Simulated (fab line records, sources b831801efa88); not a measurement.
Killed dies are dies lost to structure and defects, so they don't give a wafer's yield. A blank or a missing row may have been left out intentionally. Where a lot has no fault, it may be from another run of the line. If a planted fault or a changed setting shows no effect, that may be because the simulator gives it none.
Chamber matching / flow sky130 / 4 sister chambers for SKY_PASSIVATION_ETCH_11 on rieDiel-02
The step etches the open film in CF4/O2, stops on AlCu, target depth 725 nm, time 161.1 s. 4 wafers are shown with their chamber, then 7 later ones without.

== WAFERS WITH THEIR CHAMBER ==
wafer=L466.6; chamber=0; oesProductAu (a.u.)=0.993
wafer=L480.5; chamber=1; oesProductAu (a.u.)=0.983
wafer=L481.3; chamber=2; oesProductAu (a.u.)=0.961
wafer=L481.4; chamber=3; oesProductAu (a.u.)=0.978

== WAFERS WITH NO CHAMBER GIVEN ==
wafer=L481.6; oesProductAu (a.u.)=0.977
wafer=L486.2; oesProductAu (a.u.)=0.968
wafer=L486.5; oesProductAu (a.u.)=0.982
wafer=L486.6; oesProductAu (a.u.)=0.986
wafer=L487.1; oesProductAu (a.u.)=0.971
wafer=L487.4; oesProductAu (a.u.)=0.978
wafer=L487.5; oesProductAu (a.u.)=0.985

== EACH ONE'S CHAMBER ==
wafer=L481.6; from the rows above=can't be placed: 3 or 1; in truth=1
wafer=L486.2; from the rows above=can't be placed: 2 or 3 or 1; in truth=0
wafer=L486.5; from the rows above=can't be placed: 1 or 3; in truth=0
wafer=L486.6; from the rows above=can't be placed: 1 or 0 or 3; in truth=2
wafer=L487.1; from the rows above=can't be placed: 3 or 2 or 1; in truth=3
wafer=L487.4; from the rows above=can't be placed: 3 or 1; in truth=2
wafer=L487.5; from the rows above=can't be placed: 1 or 3 or 0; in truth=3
Placed correctly: 0 of 7. These rows do not allow placing 7 (true chamber among the candidates in 3). 0 placed wrongly.
How it was worked out, from the rows above alone: a wafer's distance from a chamber is the root of the sum, over the readings, of the square of ((its reading less the chamber's mean) divided by the reading's scatter). If the next closest chamber is less than 2 further off than the closest, the wafer can't be placed; otherwise it belongs to the closest. For every chamber, the mean is computed from those of its wafers that are shown. The scatter: with one shown wafer a chamber, the root of the mean of the squares of how far each hidden wafer lies from its nearest shown one.
